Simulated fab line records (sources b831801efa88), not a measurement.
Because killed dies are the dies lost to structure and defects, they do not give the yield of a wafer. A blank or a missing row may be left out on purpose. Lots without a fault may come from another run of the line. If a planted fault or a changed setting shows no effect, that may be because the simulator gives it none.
Which tool did it? / flow gf180mcu / 12 lots, 36 wafers sampled, at 3 steps of a route of 602

WHAT THE GAUGES SHOWED, per wafer
GF_V4_RS_MEAS_24: uses a four-point probe to measure. Usual: for V4_W_RS the level is 0.327 ohm/sq and the standard deviation is 0.0033.
lot=L874; measured=day 24 12:13; on=film_metro-01; V4_W_RS (ohm/sq)=0.329 0.330 0.328; flag=
lot=L875; measured=day 24 22:53; on=film_metro-03; V4_W_RS (ohm/sq)=0.328 0.329 0.325; flag=
lot=L878; measured=day 25 23:34; on=film_metro-01; V4_W_RS (ohm/sq)=0.327 0.330 0.325; flag=
lot=L879; measured=day 26 04:57; on=film_metro-04; V4_W_RS (ohm/sq)=0.321 0.329 0.325; flag=
lot=L880; measured=day 26 16:43; on=film_metro-01; V4_W_RS (ohm/sq)=0.326 0.324 0.326; flag=
lot=L881; measured=day 27 01:19; on=film_metro-04; V4_W_RS (ohm/sq)=0.325 0.330 0.327; flag=
lot=L890; measured=day 29 18:40; on=film_metro-01; V4_W_RS (ohm/sq)=0.333 0.336 0.328; flag=
lot=L891; measured=day 29 19:43; on=film_metro-04; V4_W_RS (ohm/sq)=0.332 0.329 0.323; flag=
lot=L892; measured=day 30 01:47; on=film_metro-03; V4_W_RS (ohm/sq)=0.331 0.331 0.324; flag=
lot=L895; measured=day 30 22:26; on=film_metro-03; V4_W_RS (ohm/sq)=0.323 0.323 0.326; flag=
lot=L896; measured=day 31 00:50; on=film_metro-04; V4_W_RS (ohm/sq)=0.326 0.325 0.326; flag=
lot=L897; measured=day 31 10:58; on=film_metro-01; V4_W_RS (ohm/sq)=0.322 0.327 0.320; flag=

WHICH TOOL RAN EACH LOT (tool, then ch and the chambers of the sampled wafers, then the start)
lot=L874; GF_M4_METAL_ETCH_16=rie_metal-03 ch 0,1, day 23 11:22; GF_M4_STRIP_17=plasma_asher-02 ch 0, day 23 11:29
lot=L875; GF_M4_METAL_ETCH_16=rie_metal-02 ch 0,1, day 23 22:55; GF_M4_STRIP_17=plasma_asher-04 ch 0,1, day 23 23:05
lot=L878; GF_M4_METAL_ETCH_16=rie_metal-02 ch 0,1, day 25 00:07; GF_M4_STRIP_17=plasma_asher-01 ch 0,1, day 25 00:14
lot=L879; GF_M4_METAL_ETCH_16=rie_metal-01 ch 0,1, day 25 05:31; GF_M4_STRIP_17=plasma_asher-04 ch 0,1, day 25 05:38
lot=L880; GF_M4_METAL_ETCH_16=rie_metal-01 ch 0,1, day 25 18:25; GF_M4_STRIP_17=plasma_asher-02 ch 0,1, day 25 18:35
lot=L881; GF_M4_METAL_ETCH_16=rie_metal-01 ch 0,1, day 26 02:00; GF_M4_STRIP_17=plasma_asher-04 ch 0,1, day 26 02:07
lot=L890; GF_M4_METAL_ETCH_16=rie_metal-03 ch 0,1, day 28 21:06; GF_M4_STRIP_17=plasma_asher-04 ch 0,1, day 28 21:13
lot=L891; GF_M4_METAL_ETCH_16=rie_metal-01 ch 0,1, day 28 22:32; GF_M4_STRIP_17=plasma_asher-01 ch 0,1, day 28 22:40
lot=L892; GF_M4_METAL_ETCH_16=rie_metal-01 ch 0,1, day 29 04:30; GF_M4_STRIP_17=plasma_asher-02 ch 1, day 29 04:38
lot=L895; GF_M4_METAL_ETCH_16=rie_metal-02 ch 0, day 30 02:06; GF_M4_STRIP_17=plasma_asher-04 ch 0,1, day 30 02:19
lot=L896; GF_M4_METAL_ETCH_16=rie_metal-01 ch 0,1, day 30 04:43; GF_M4_STRIP_17=plasma_asher-02 ch 0,1, day 30 04:50
lot=L897; GF_M4_METAL_ETCH_16=rie_metal-02 ch 1, day 30 14:32; GF_M4_STRIP_17=plasma_asher-01 ch 0,1, day 30 14:46
- GF_M4_METAL_ETCH_16: etches the open film in Cl2/BCl3, stops on SiO2, target depth 750.8 nm, time 125.1 s.
- GF_M4_STRIP_17: strips in O2/N2.

WHAT THE TOOLS THEMSELVES READ (means of the sampled wafers that have a number; where no wafer has one, the mark that the record gives instead)
GF_M4_METAL_ETCH_16. Usual: drypump_motor_current_A 5.6 A, standard deviation 0.45; mfc_cl2_sccm 79.99 sccm, standard deviation 0.22; oes_product_au 0.990 a.u., standard deviation 0.0064; throttle_valve_pct 28.229 %, standard deviation 0.011.
lot=L874; tool=rie_metal-03; drypump_motor_current_A (A)=6.0; mfc_cl2_sccm (sccm)=79.79; oes_product_au (a.u.)=0.988; throttle_valve_pct (%)=28.231; flag=
lot=L875; tool=rie_metal-02; drypump_motor_current_A (A)=5.8; mfc_cl2_sccm (sccm)=79.78; oes_product_au (a.u.)=0.987; throttle_valve_pct (%)=28.227; flag=
lot=L878; tool=rie_metal-02; drypump_motor_current_A (A)=5.8; mfc_cl2_sccm (sccm)=80.24; oes_product_au (a.u.)=0.993; throttle_valve_pct (%)=28.231; flag=
lot=L879; tool=rie_metal-01; drypump_motor_current_A (A)=5.2; mfc_cl2_sccm (sccm)=80.13; oes_product_au (a.u.)=0.986; throttle_valve_pct (%)=28.232; flag=
lot=L880; tool=rie_metal-01; drypump_motor_current_A (A)=5.2; mfc_cl2_sccm (sccm)=80.07; oes_product_au (a.u.)=0.990; throttle_valve_pct (%)=28.239; flag=
lot=L881; tool=rie_metal-01; drypump_motor_current_A (A)=5.3; mfc_cl2_sccm (sccm)=79.85; oes_product_au (a.u.)=0.991; throttle_valve_pct (%)=28.229; flag=
lot=L890; tool=rie_metal-03; drypump_motor_current_A (A)=5.4; mfc_cl2_sccm (sccm)=79.81; oes_product_au (a.u.)=0.986; throttle_valve_pct (%)=28.228; flag=
lot=L891; tool=rie_metal-01; drypump_motor_current_A (A)=5.3; mfc_cl2_sccm (sccm)=80.17; oes_product_au (a.u.)=0.989; throttle_valve_pct (%)=28.237; flag=
lot=L892; tool=rie_metal-01; drypump_motor_current_A (A)=5.2; mfc_cl2_sccm (sccm)=79.81; oes_product_au (a.u.)=0.989; throttle_valve_pct (%)=28.234; flag=
lot=L895; tool=rie_metal-02; drypump_motor_current_A (A)=5.8; mfc_cl2_sccm (sccm)=79.74; oes_product_au (a.u.)=0.992; throttle_valve_pct (%)=28.234; flag=
lot=L896; tool=rie_metal-01; drypump_motor_current_A (A)=5.3; mfc_cl2_sccm (sccm)=80.02; oes_product_au (a.u.)=0.990; throttle_valve_pct (%)=28.236; flag=
lot=L897; tool=rie_metal-02; drypump_motor_current_A (A)=5.9; mfc_cl2_sccm (sccm)=79.93; oes_product_au (a.u.)=0.986; throttle_valve_pct (%)=28.228; flag=

GF_M4_STRIP_17. Usual: drypump_motor_current_A 5.7 A, standard deviation 0.68; heater_power_w 327 W, standard deviation 24; oes_product_au 0.537 a.u., standard deviation 0.005; strip_time_to_endpoint_s 7.38 s, standard deviation 0.057.
lot=L874; tool=plasma_asher-02; drypump_motor_current_A (A)=5.6; heater_power_w (W)=317; oes_product_au (a.u.)=0.538; strip_time_to_endpoint_s (s)=7.38; flag=
lot=L875; tool=plasma_asher-04; drypump_motor_current_A (A)=5.4; heater_power_w (W)=352; oes_product_au (a.u.)=0.541; strip_time_to_endpoint_s (s)=7.37; flag=
lot=L878; tool=plasma_asher-01; drypump_motor_current_A (A)=5.7; heater_power_w (W)=300; oes_product_au (a.u.)=0.535; strip_time_to_endpoint_s (s)=7.32; flag=
lot=L879; tool=plasma_asher-04; drypump_motor_current_A (A)=6.0; heater_power_w (W)=339; oes_product_au (a.u.)=0.544; strip_time_to_endpoint_s (s)=7.43; flag=
lot=L880; tool=plasma_asher-02; drypump_motor_current_A (A)=6.0; heater_power_w (W)=338; oes_product_au (a.u.)=0.537; strip_time_to_endpoint_s (s)=7.47; flag=
lot=L881; tool=plasma_asher-04; drypump_motor_current_A (A)=5.4; heater_power_w (W)=346; oes_product_au (a.u.)=0.538; strip_time_to_endpoint_s (s)=7.40; flag=
lot=L890; tool=plasma_asher-04; drypump_motor_current_A (A)=5.4; heater_power_w (W)=346; oes_product_au (a.u.)=0.542; strip_time_to_endpoint_s (s)=7.43; flag=
lot=L891; tool=plasma_asher-01; drypump_motor_current_A (A)=5.7; heater_power_w (W)=312; oes_product_au (a.u.)=0.537; strip_time_to_endpoint_s (s)=7.41; flag=
lot=L892; tool=plasma_asher-02; drypump_motor_current_A (A)=6.2; heater_power_w (W)=347; oes_product_au (a.u.)=0.535; strip_time_to_endpoint_s (s)=7.33; flag=
lot=L895; tool=plasma_asher-04; drypump_motor_current_A (A)=6.0; heater_power_w (W)=338; oes_product_au (a.u.)=0.536; strip_time_to_endpoint_s (s)=7.39; flag=
lot=L896; tool=plasma_asher-02; drypump_motor_current_A (A)=6.0; heater_power_w (W)=338; oes_product_au (a.u.)=0.534; strip_time_to_endpoint_s (s)=7.36; flag=
lot=L897; tool=plasma_asher-01; drypump_motor_current_A (A)=5.7; heater_power_w (W)=313; oes_product_au (a.u.)=0.540; strip_time_to_endpoint_s (s)=7.43; flag=

THE ANSWER, worked out from the rows above alone
Rule: a lot counts as off when the mean over its wafers that have a number is more than 3 standard deviations away from the usual mean. A lot without any number at a reading at which 4 lots or more have one is off too. All remaining lots with rows at the step are treated as sound. After the gauges, taken in route order, come the tools' own readings; for these a lot's mean is taken, as printed above. The first step at which some lot is off is used, and at that step the reading that is off furthest; a lot without a number counts as furthest.
Across all readings shown, no lot is off: no conclusion can be drawn from this.

WHAT HAD BEEN PUT IN BY THE SIMULATOR
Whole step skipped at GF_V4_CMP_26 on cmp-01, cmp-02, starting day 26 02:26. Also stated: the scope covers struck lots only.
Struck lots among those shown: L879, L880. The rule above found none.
